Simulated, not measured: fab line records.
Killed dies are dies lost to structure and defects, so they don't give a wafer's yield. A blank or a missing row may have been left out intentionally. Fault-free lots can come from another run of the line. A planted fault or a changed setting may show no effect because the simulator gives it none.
Which of the tools did it?    flow gf180mcu    Sampling: 12 lots, 36 wafers, 5 of 602 route steps

WHAT EACH GAUGE READ, for each wafer
GF_V3_CD_MEAS_14: target cd 260 nm. Usual: cd-nm 260.3 nm, standard deviation 1.3.
lot   measured      on         cd-nm (nm)         flag
L344  day 22 16:18  cd-sem-02  261.4 262.8 262.9  
L345  day 22 17:05  cd-sem-01  259.4 262.3 261.0  
L346  day 22 23:41  cd-sem-01  261.0 261.1 262.4  
L348  day 25 20:51  cd-sem-01  259.6 259.8 259.6  
L349  day 25 23:38  cd-sem-02  259.6 259.8 260.4  
L352  day 26 03:09  cd-sem-02  258.1 258.9 259.5  
L351  day 26 04:14  cd-sem-01  258.9 259.0 259.9  
L360  day 28 17:08  cd-sem-01  259.8 259.6 259.8  
L362  day 29 05:23  cd-sem-02  257.2 256.4 258.1  
L361  day 29 05:53  cd-sem-01  262.7 262.7 262.7  
L365  day 30 00:03  cd-sem-02  259.7 260.7 261.3  
L364  day 30 00:14  cd-sem-01  258.1 258.0 260.2  

GF_V3_OVL_MEAS_15. Usual: for V3_OVL the level is -1 nm and the standard deviation is 5.2.
lot   measured      on          V3_OVL (nm)  flag
L344  day 22 16:25  overlay-02  1 -1 6       
L345  day 22 17:12  overlay-01  5 -2 -4      
L346  day 22 23:48  overlay-01  2 12 1       
L348  day 25 20:58  overlay-02  -3 2 3       
L349  day 25 23:45  overlay-02  4 -2 -3      
L352  day 26 03:16  overlay-02  -1 6 0       
L351  day 26 04:21  overlay-02  0 3 -4       
L360  day 28 17:15  overlay-02  4 -10 2      
L362  day 29 05:30  overlay-01  0 -4 -6      
L361  day 29 05:59  overlay-02  -3 3 7       
L365  day 30 00:10  overlay-01  7 4 4        
L364  day 30 00:20  overlay-02  -4 -4 -3     

TOOL THAT RAN EACH LOT (tool first, then ch and the chambers of the sampled wafers, then the start)
lot   GF_V2_SPUTTER_22              GF_M3_METAL_ETCH_16                GF_M3_STRIP_17
L344  pvd-sputter-04, day 20 13:50  rie-metal-02 ch 0,1, day 21 14:56  plasma-asher-02 ch 1, day 21 15:02
L345  pvd-sputter-04, day 20 14:47  rie-metal-03 ch 0,1, day 21 15:48  plasma-asher-01 ch 0,1, day 21 15:55
L346  pvd-sputter-03, day 20 22:00  rie-metal-02 ch 1, day 21 22:53    plasma-asher-03 ch 0,1, day 21 23:00
L348  pvd-sputter-01, day 24 00:14  rie-metal-01 ch 0,1, day 24 22:38  plasma-asher-03 ch 0,1, day 24 22:45
L349  pvd-sputter-03, day 24 03:52  rie-metal-03 ch 0,1, day 25 02:01  plasma-asher-02 ch 0,1, day 25 02:08
L352  pvd-sputter-04, day 24 07:02  rie-metal-03 ch 0, day 25 05:19    plasma-asher-03 ch 0,1, day 25 05:30
L351  pvd-sputter-04, day 24 08:53  rie-metal-01 ch 0,1, day 25 06:32  plasma-asher-02 ch 0,1, day 25 06:39
L360  pvd-sputter-03, day 27 00:01  rie-metal-03 ch 1, day 27 20:57    plasma-asher-02 ch 0,1, day 27 21:11
L362  pvd-sputter-01, day 27 14:01  rie-metal-03 ch 0,1, day 28 09:47  plasma-asher-03 ch 0,1, day 28 09:54
L361  pvd-sputter-03, day 27 14:24  rie-metal-01 ch 0,1, day 28 09:57  plasma-asher-02 ch 0,1, day 28 10:04
L365  pvd-sputter-03, day 28 09:14  rie-metal-02 ch 0,1, day 29 05:00  plasma-asher-01 ch 0, day 29 05:07
L364  pvd-sputter-04, day 28 09:34  rie-metal-01 ch 0,1, day 29 05:21  plasma-asher-02 ch 0,1, day 29 05:28
- GF_V2_SPUTTER_22: material TiN, target thk 10 nm, time 40 s.
- GF_M3_METAL_ETCH_16: etches the open film in Cl2/BCl3, stops on SiO2, target depth 627.5 nm, time 104.6 s.
- GF_M3_STRIP_17: strips in O2/N2.

WHAT THE TOOLS THEMSELVES READ (means of the sampled wafers that have a number; where no wafer has one, the mark that the record gives instead)
GF_V2_SPUTTER_22. Usual: cathode-dc-power-W 4000.1 W, standard deviation 0.73; throttle-valve-pct 30.2 %, standard deviation 0.79.
lot   tool            cathode-dc-power-W (W)  throttle-valve-pct (%)  flag
L344  pvd-sputter-04  4000.1                  30.7                    
L345  pvd-sputter-04  4000.8                  30.1                    
L346  pvd-sputter-03  3999.9                  31.1                    
L348  pvd-sputter-01  4000.1                  29.8                    
L349  pvd-sputter-03  4000.1                  30.1                    
L352  pvd-sputter-04  3999.7                  30.7                    
L351  pvd-sputter-04  4000.0                  30.6                    
L360  pvd-sputter-03  3999.9                  30.6                    
L362  pvd-sputter-01  4001.4                  29.5                    
L361  pvd-sputter-03  4000.6                  31.0                    
L365  pvd-sputter-03  3999.6                  30.6                    
L364  pvd-sputter-04  3999.7                  30.2                    

GF_M3_METAL_ETCH_16. Usual: drypump-motor-current-A 6.0 A, standard deviation 0.48; oes-product-au 0.971 a.u., standard deviation 0.0067; throttle-valve-pct 28.251 %, standard deviation 0.01.
lot   tool          drypump-motor-current-A (A)  oes-product-au (a.u.)  throttle-valve-pct (%)  flag
L344  rie-metal-02  6.4                          0.973                  28.255                  
L345  rie-metal-03  5.8                          0.970                  28.258                  
L346  rie-metal-02  6.4                          0.978                  28.256                  
L348  rie-metal-01  5.8                          0.975                  28.250                  
L349  rie-metal-03  5.9                          0.972                  28.243                  
L352  rie-metal-03  5.6                          0.974                  28.250                  
L351  rie-metal-01  5.8                          0.971                  28.248                  
L360  rie-metal-03  6.1                          0.973                  28.254                  
L362  rie-metal-03  5.8                          0.978                  28.242                  
L361  rie-metal-01  5.4                          0.968                  28.256                  
L365  rie-metal-02  6.4                          0.969                  28.250                  
L364  rie-metal-01  5.4                          0.966                  28.253                  

GF_M3_STRIP_17. Usual: drypump-motor-current-A 5.83 A, standard deviation 0.28; heater-power-w 305 W, standard deviation 29; oes-product-au 0.557 a.u., standard deviation 0.0054; strip-time-to-endpoint-s 7.85 s, standard deviation 0.057.
lot   tool             drypump-motor-current-A (A)  heater-power-w (W)  oes-product-au (a.u.)  strip-time-to-endpoint-s (s)  flag
L344  plasma-asher-02  6.12                         331                 0.562                  7.91                          
L345  plasma-asher-01  5.57                         329                 0.555                  7.88                          
L346  plasma-asher-03  5.51                         261                 0.554                  7.83                          
L348  plasma-asher-03  5.69                         258                 0.554                  7.90                          
L349  plasma-asher-02  6.05                         321                 0.554                  7.88                          
L352  plasma-asher-03  5.52                         265                 0.555                  7.80                          
L351  plasma-asher-02  6.04                         323                 0.559                  7.83                          
L360  plasma-asher-02  5.97                         314                 0.518                  6.89                          OFF
L362  plasma-asher-03  5.49                         263                 0.534                  7.34                          OFF
L361  plasma-asher-02  5.96                         318                 0.554                  7.84                          
L365  plasma-asher-01  5.39                         335                 0.555                  7.86                          
L364  plasma-asher-02  6.05                         328                 0.556                  7.84                          

THE ANSWER, worked out from the rows above alone
Rule: a lot is off if the mean of its wafers that have a number lies more than 3 standard deviations from the usual mean. Also off: a lot with no number at a reading for which 4 or more lots have one. The other lots that the step has rows for count as sound. After the gauges, taken in route order, come the tools' own readings; for these a lot's mean is taken, as printed above. At the first step where some lot is off, the reading lying furthest off is the one used; lots without a number count as furthest.
Off at GF_M3_STRIP_17 (strip-time-to-endpoint-s): L360, L362.
If a tool, at that step or one of the process steps before it, ran each lot that is off and ran no sound lot following the first of them, it fits. One fits: rie-metal-03 at GF_M3_METAL_ETCH_16. Its last sound lot is L352 (day 25 05:19), its first lot that is off L360 (day 27 20:57): a fault that began between those two fits.

WHAT THE SIMULATOR HAD INSERTED
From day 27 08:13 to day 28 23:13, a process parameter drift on rie-metal-03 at GF_M3_METAL_ETCH_16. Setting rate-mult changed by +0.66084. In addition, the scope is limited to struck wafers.
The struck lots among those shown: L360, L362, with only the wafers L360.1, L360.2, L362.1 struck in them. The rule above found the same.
